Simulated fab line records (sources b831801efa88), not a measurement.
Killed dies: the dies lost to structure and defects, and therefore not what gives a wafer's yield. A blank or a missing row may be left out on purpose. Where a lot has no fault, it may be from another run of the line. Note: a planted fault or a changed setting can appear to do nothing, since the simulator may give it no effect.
What tool caused it? | flow gf180mcu | Sampling: 12 lots, 36 wafers, 5 of 602 route steps

== WHAT THE GAUGES READ, wafer by wafer ==
GF_M4_OVL_MEAS_15.
lot  | measured     | on         | M4_OVL (nm)
L532 | day 23 09:12 | overlay-02 | 0 -13 -7
L537 | day 25 00:12 | overlay-01 | -1 1 4
L539 | day 25 15:11 | overlay-02 | -8 -1 1
L540 | day 26 04:39 | overlay-02 | 0 -2 2
L546 | day 28 15:41 | overlay-02 | -4 0 -2
L548 | day 29 17:12 | overlay-01 | -12 7 -5
L549 | day 29 18:38 | overlay-01 | 6 8 1
L550 | day 30 07:02 | overlay-01 | -6 3 5
L551 | day 30 09:47 | overlay-01 | 5 -2 6
L553 | day 30 19:50 | overlay-02 | 3 1 -6
L554 | day 30 20:03 | overlay-02 | 3 -8 -4
L552 | day 30 20:29 | overlay-01 | -2 -7 -10

GF_V4_THK_MEAS_01.
lot  | measured     | on            | V4_CVD_00_THK (nm)
L532 | day 23 10:00 | film metro-04 | 600 606 609
L537 | day 25 00:59 | film metro-02 | 599 599 599
L539 | day 25 15:57 | film metro-03 | 590 596 590
L540 | day 26 05:31 | film metro-03 | 601 603 607
L546 | day 28 16:34 | film metro-02 | 592 592 592
L548 | day 29 18:07 | film metro-04 | 606 601 604
L549 | day 29 19:27 | film metro-02 | 580 587 581
L550 | day 30 07:51 | film metro-03 | 603 594 604
L551 | day 30 10:38 | film metro-03 | 609 595 608
L553 | day 30 20:36 | film metro-04 | 593 599 591
L554 | day 30 20:49 | film metro-02 | 595 593 594
L552 | day 30 21:24 | film metro-02 | 602 602 597

GF_TOP_METAL_CD_MEAS_14: target cd 440 nm.
lot  | measured     | on        | cd nm (nm)
L532 | day 28 03:17 | cd sem-01 | 440.5 440.0 439.6
L537 | day 29 13:16 | cd sem-02 | 444.3 440.9 443.6
L539 | day 30 02:17 | cd sem-02 | 467.9 468.5 468.3
L540 | day 30 12:46 | cd sem-01 | 468.1 470.5 469.0
L546 | day 32 15:32 | cd sem-02 | 437.4 440.2 439.7
L548 | day 33 11:52 | cd sem-02 | 436.8 439.4 440.1
L549 | day 33 12:47 | cd sem-01 | 438.3 438.8 441.4
L550 | day 34 00:09 | cd sem-02 | 436.6 435.5 439.9
L551 | day 34 01:54 | cd sem-01 | 441.4 441.1 444.8
L553 | day 34 12:08 | cd sem-01 | 441.7 442.6 441.7
L554 | day 34 12:32 | cd sem-02 | 442.7 440.5 443.6
L552 | day 34 13:11 | cd sem-02 | 438.4 437.0 439.7

== WHICH TOOL RAN EACH LOT (tool, then ch and the chambers of the sampled wafers, then the start) ==
lot  | GF_MIM_CVD_05                   | GF_TOP_METAL_COAT_09
L532 | pecvd-03 ch 0,1,2, day 24 10:58 | litho track-03 ch 0, day 27 16:49
L537 | pecvd-02 ch 0,1,2, day 26 00:43 | litho track-02 ch 0, day 29 03:54
L539 | pecvd-02 ch 0,1,2, day 26 15:37 | litho track-03 ch 0, day 29 16:52
L540 | pecvd-04 ch 1,2, day 27 04:31   | litho track-03 ch 0, day 30 03:10
L546 | pecvd-02 ch 1,2, day 29 13:37   | litho track-02 ch 0, day 32 07:45
L548 | pecvd-02 ch 0,1,2, day 30 15:03 | litho track-03 ch 0, day 33 04:13
L549 | pecvd-04 ch 0,1,2, day 30 15:29 | litho track-02 ch 0, day 33 04:57
L550 | pecvd-02 ch 0,1,2, day 31 04:10 | litho track-03 ch 0, day 33 16:05
L551 | pecvd-04 ch 0,2, day 31 05:39   | litho track-02 ch 0, day 33 18:30
L553 | pecvd-03 ch 0,1,2, day 31 16:08 | litho track-03 ch 0, day 34 03:49
L554 | pecvd-04 ch 1,2, day 31 16:29   | litho track-02 ch 0, day 34 04:31
L552 | pecvd-03 ch 1,2, day 31 16:50   | litho track-03 ch 0, day 34 05:02
- GF_MIM_CVD_05: deposits Si3N4, target thk 42 nm, time 29.086 s.
- GF_TOP_METAL_COAT_09: resist thk 1500 nm.

== AS READ BY THE TOOLS THEMSELVES (means over the sampled wafers that have a number; for cases with no such wafer, the mark the record gives instead) ==
GF_MIM_CVD_05.
lot  | tool     | heater power w (W)
L532 | pecvd-03 | 692
L537 | pecvd-02 | 706
L539 | pecvd-02 | 739
L540 | pecvd-04 | 643
L546 | pecvd-02 | 695
L548 | pecvd-02 | 715
L549 | pecvd-04 | 718
L550 | pecvd-02 | 765
L551 | pecvd-04 | 642
L553 | pecvd-03 | 750
L554 | pecvd-04 | 658
L552 | pecvd-03 | 681

GF_TOP_METAL_COAT_09.
lot  | tool           | spin speed rpm (rpm)
L532 | litho track-03 | 3000.8
L537 | litho track-02 | 2999.1
L539 | litho track-03 | 3001.1
L540 | litho track-03 | 3001.5
L546 | litho track-02 | 2999.9
L548 | litho track-03 | 3000.4
L549 | litho track-02 | 2999.9
L550 | litho track-03 | 2999.0
L551 | litho track-02 | 3000.8
L553 | litho track-03 | 3000.2
L554 | litho track-02 | 3002.8
L552 | litho track-03 | 3001.3

== THE ANSWER, worked out from the rows above alone ==
Rule: usual is defined by the lots themselves. The widest of any qualifying gaps counts: lots, ordered by their means at a reading, are off when they make up no more than a third of the lots, leave a main group of 4 or more, and stand apart from it by 3 or more times the standard deviation of that group's means. A main group whose means are all the same, to the digits that the tables above print for the reading, isn't used. Also off: a lot with no number at a reading for which 4 or more lots have one. Where the step has rows for the other lots, those lots are counted as sound. First the gauges in route order, then the tools' own readings, where a lot's mean is used as printed above. At the first step where some lot is off, the reading lying furthest off is the one used; lots without a number count as furthest.
Off, at GF_TOP_METAL_CD_MEAS_14 on cd nm: L539, L540. For the main group the mean is 440.3 nm and the standard deviation 1.9.
A tool fits if, at a process step before that reading, it ran every lot that is off, and no sound lot after the first of them. Those tools and the gauges at GF_TOP_METAL_CD_MEAS_14 are tried in the same way. Not one of the candidates tried fits.

== WHAT THE SIMULATOR HAD INSERTED ==
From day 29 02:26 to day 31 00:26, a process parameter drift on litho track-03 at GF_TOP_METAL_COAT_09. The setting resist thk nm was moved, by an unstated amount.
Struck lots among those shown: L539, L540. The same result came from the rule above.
